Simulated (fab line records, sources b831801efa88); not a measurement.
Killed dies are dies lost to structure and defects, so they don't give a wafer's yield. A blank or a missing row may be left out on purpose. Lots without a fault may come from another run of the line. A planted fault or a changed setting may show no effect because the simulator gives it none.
Which tool did it? | flow gf180mcu | 12 lots, 36 wafers sampled, at 5 steps of a route of 602

WHAT THE GAUGES READ, wafer by wafer
GF_M2_CD_MEAS_14: target cd 280 nm.
lot  | measured     | on        | cd_nm (nm)
L573 | day 20 04:44 | cd_sem-02 | 279.8 279.3 279.4
L574 | day 20 17:41 | cd_sem-01 | 279.0 279.3 279.4
L576 | day 21 11:38 | cd_sem-02 | 280.9 280.1 281.7
L577 | day 22 02:46 | cd_sem-02 | 281.0 280.0 279.5
L578 | day 22 02:52 | cd_sem-02 | 279.2 278.7 279.7
L579 | day 22 17:40 | cd_sem-02 | 280.3 279.6 279.4
L580 | day 22 21:49 | cd_sem-02 | 278.7 278.8 279.1
L582 | day 23 14:51 | cd_sem-02 | 280.4 281.6 281.7
L583 | day 24 02:28 | cd_sem-02 | 278.8 279.4 279.3
L584 | day 24 04:43 | cd_sem-02 | 280.5 280.1 279.6
L593 | day 27 01:05 | cd_sem-01 | 279.1 279.7 279.5
L594 | day 27 09:44 | cd_sem-02 | 279.5 280.5 279.6

GF_V2_BOW_MEAS_05.
lot  | measured     | on            | V2_BOW (um)
L573 | day 20 06:38 | film_metro-03 | 94 97 97
L574 | day 20 19:17 | film_metro-03 | 106 95 99
L576 | day 21 13:09 | film_metro-04 | 92 95 95
L577 | day 22 04:08 | film_metro-03 | 108 100 112
L578 | day 22 04:20 | film_metro-02 | 106 102 93
L579 | day 22 19:08 | film_metro-02 | 98 100 105
L580 | day 22 23:11 | film_metro-03 | 98 102 97
L582 | day 23 16:13 | film_metro-04 | 92 104 108
L583 | day 24 03:50 | film_metro-03 | 90 84 85
L584 | day 24 06:04 | film_metro-03 | 92 99 93
L593 | day 27 02:29 | film_metro-03 | 95 95 101
L594 | day 27 11:30 | film_metro-03 | 93 102 91

GF_V4_THK_MEAS_01.
lot  | measured     | on            | V4_CVD_00_THK (nm)
L573 | day 24 10:09 | film_metro-02 | 609 597 600
L574 | day 24 20:45 | film_metro-02 | 574 587 596
L576 | day 25 14:21 | film_metro-04 | 607 600 591
L577 | day 26 01:28 | film_metro-04 | 600 603 602
L578 | day 26 02:38 | film_metro-03 | 598 593 604
L579 | day 26 15:50 | film_metro-02 | 596 598 597
L580 | day 26 20:11 | film_metro-02 | 603 592 593
L582 | day 27 14:06 | film_metro-03 | 586 593 593
L583 | day 27 22:13 | film_metro-02 | 593 591 594
L584 | day 28 00:45 | film_metro-03 | 590 596 587
L593 | day 30 13:14 | film_metro-03 | 305 309 307 305 309 307
L594 | day 30 21:25 | film_metro-02 | 287 292 296 287 292 297

WHICH TOOL RAN EACH LOT (tool, then ch and the chambers of the sampled wafers, then the start)
lot  | GF_V2_ETCH_17                                 | GF_V4_CVD_00
L573 | rie_diel-02 ch 1,2,3, day 24 10:04 or earlier | hdpcvd-02 ch 1,2, day 24 10:04
L574 | rie_diel-01 ch 1,2,3, day 24 20:39 or earlier | hdpcvd-01 ch 0,1, day 24 20:39
L576 | rie_diel-01 ch 0,3, day 25 14:17 or earlier   | hdpcvd-02 ch 0,2, day 25 14:17
L577 | rie_diel-04 ch 1,2,3, day 26 01:20 or earlier | hdpcvd-02 ch 0, day 26 01:20
L578 | rie_diel-02 ch 1,2,3, day 26 02:31 or earlier | hdpcvd-02 ch 0, day 26 02:31
L579 | rie_diel-04 ch 1,2,3, day 26 15:43 or earlier | hdpcvd-02 ch 0,1, day 26 15:43
L580 | rie_diel-04 ch 1,3, day 26 20:06 or earlier   | hdpcvd-02 ch 0,1, day 26 20:06
L582 | rie_diel-02 ch 0,1,2, day 27 14:02 or earlier | hdpcvd-02 ch 0,2, day 27 14:02
L583 | rie_diel-04 ch 3, day 27 22:08 or earlier     | hdpcvd-01 ch 0,1, day 27 22:08
L584 | rie_diel-02 ch 2,3, day 28 00:40 or earlier   | hdpcvd-01 ch 0,1, day 28 00:40
L593 | rie_diel-02 ch 0,2, day 30 13:10 or earlier   | hdpcvd-02 ch 0,1, day 30 13:10
L594 | rie_diel-02 ch 0,1,2, day 30 21:20 or earlier | hdpcvd-02 ch 0,1,2, day 30 21:20
- GF_V2_ETCH_17: etches SiO2 in C4F8/O2/Ar, stops on TiN, target depth 630 nm.
- GF_V4_CVD_00: deposits SiO2, target thk 600 nm, time 100 s.

WHAT THE TOOLS THEMSELVES READ (means of the sampled wafers that have a number; where no wafer has one, the mark that the record gives instead)
GF_V2_ETCH_17.
lot  | tool        | oes_product_au (a.u.) | rf_fwd_power_W (W)
L573 | rie_diel-02 | 0.849                 | 1495
L574 | rie_diel-01 | 0.856                 | 1488
L576 | rie_diel-01 | 0.856                 | 1492
L577 | rie_diel-04 | 0.855                 | 1494
L578 | rie_diel-02 | 0.853                 | 1491
L579 | rie_diel-04 | 0.855                 | 1495
L580 | rie_diel-04 | 0.857                 | 1492
L582 | rie_diel-02 | 0.853                 | 1495
L583 | rie_diel-04 | 0.857                 | 1501
L584 | rie_diel-02 | 0.855                 | 1497
L593 | rie_diel-02 | 0.852                 | 1497
L594 | rie_diel-02 | 0.852                 | 1491

GF_V4_CVD_00.
lot  | tool      | sih4_flow_sccm (sccm) | susceptor_temp_C (C)
L573 | hdpcvd-02 | 59.92                 | 400.02
L574 | hdpcvd-01 | 59.99                 | 399.73
L576 | hdpcvd-02 | 60.04                 | 400.17
L577 | hdpcvd-02 | 59.90                 | 400.06
L578 | hdpcvd-02 | 59.98                 | 399.71
L579 | hdpcvd-02 | 60.07                 | 400.17
L580 | hdpcvd-02 | 60.17                 | 400.10
L582 | hdpcvd-02 | 59.87                 | 400.04
L583 | hdpcvd-01 | 59.83                 | 400.18
L584 | hdpcvd-01 | 59.93                 | 400.20
L593 | hdpcvd-02 | 30.01                 | 399.97
L594 | hdpcvd-02 | 29.95                 | 400.08

THE ANSWER, worked out from the rows above alone
Rule: what is usual is taken from the lots themselves. Put in order of their means at a reading, lots are off if they are a third of the lots or fewer, leave a main group of 4 or more, and stand apart from it by a gap of 3 or more times the standard deviation of the main group's means; of several such gaps the widest counts. A main group whose means are all the same, to the digits that the tables above print for the reading, isn't used. A lot without any number at a reading at which 4 lots or more have one is off too. The other lots that the step has rows for count as sound. The gauges are gone through in route order, then the tools' own readings, and for those a lot's mean is taken as printed above. The first step at which some lot is off is used, and at that step the reading that is off furthest; a lot without a number counts as furthest.
Off: L593, L594, at GF_V4_THK_MEAS_01 (V4_CVD_00_THK). The main group: mean 595 nm, standard deviation 5.
A tool fits if, at a process step before that reading, it ran every lot that is off, and no sound lot after the first of them. The gauges at GF_V4_THK_MEAS_01 aren't tried: what is off there is off at GF_V4_CVD_00 too, on other tools, and a gauge's error can't cause that. GF_V2_ETCH_17 gives no start for some lots, so the hours and the order of its lots are those of GF_V4_CVD_00. Can't be told from this: 2 tools fit, rie_diel-02 at GF_V2_ETCH_17, hdpcvd-02 at GF_V4_CVD_00.

WHAT THE SIMULATOR HAD PUT IN
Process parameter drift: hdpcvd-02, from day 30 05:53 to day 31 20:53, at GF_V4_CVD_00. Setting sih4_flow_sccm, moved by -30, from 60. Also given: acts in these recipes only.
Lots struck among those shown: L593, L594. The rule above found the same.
